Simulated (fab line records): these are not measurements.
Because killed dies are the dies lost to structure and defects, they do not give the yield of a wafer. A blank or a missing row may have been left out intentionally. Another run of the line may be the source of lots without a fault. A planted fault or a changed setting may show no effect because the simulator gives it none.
Matching of chambers ; flow gf180mcu ; cmp-01 running GF_V1_CMP_04: 4 sister chambers
The step polishes SiO2. 4 wafers are shown with their chamber, then 7 later ones without.

== WAFERS, EACH WITH ITS CHAMBER ==
wafer;chamber;motor-current-A (A)
L771.2;1;13.5
L772.2;2;11.8
L772.6;0;11.1
L773.5;3;12.6

== WAFERS WITHOUT THEIR CHAMBER ==
wafer;motor-current-A (A)
L773.6;12.3
L784.1;12.6
L784.3;13.5
L784.4;11.6
L787.2;13.3
L787.5;13.4
L787.6;11.1

== EACH ONE'S CHAMBER ==
wafer;from the rows above;in truth
L773.6;can't be placed: 3 or 2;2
L784.1;3;3
L784.3;1;1
L784.4;can't be placed: 2 or 0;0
L787.2;1;1
L787.5;1;1
L787.6;0;0
Correctly placed: 5 of 7. From these rows, 2 cannot be placed; in 2 the true chamber is one of the candidates. Placed wrongly: 0.
How it was worked out, from the rows above alone: a wafer's distance from a chamber is the root of the sum, over the readings, of the square of ((its reading less the chamber's mean) divided by the reading's scatter). The wafer belongs to the nearest chamber; if the next one is less than 2 further off, it can't be placed. For every chamber, the mean is computed from those of its wafers that are shown. The scatter (one wafer shown for each chamber): square how far every hidden wafer sits from the nearest shown wafer, average those squares and take the square root.
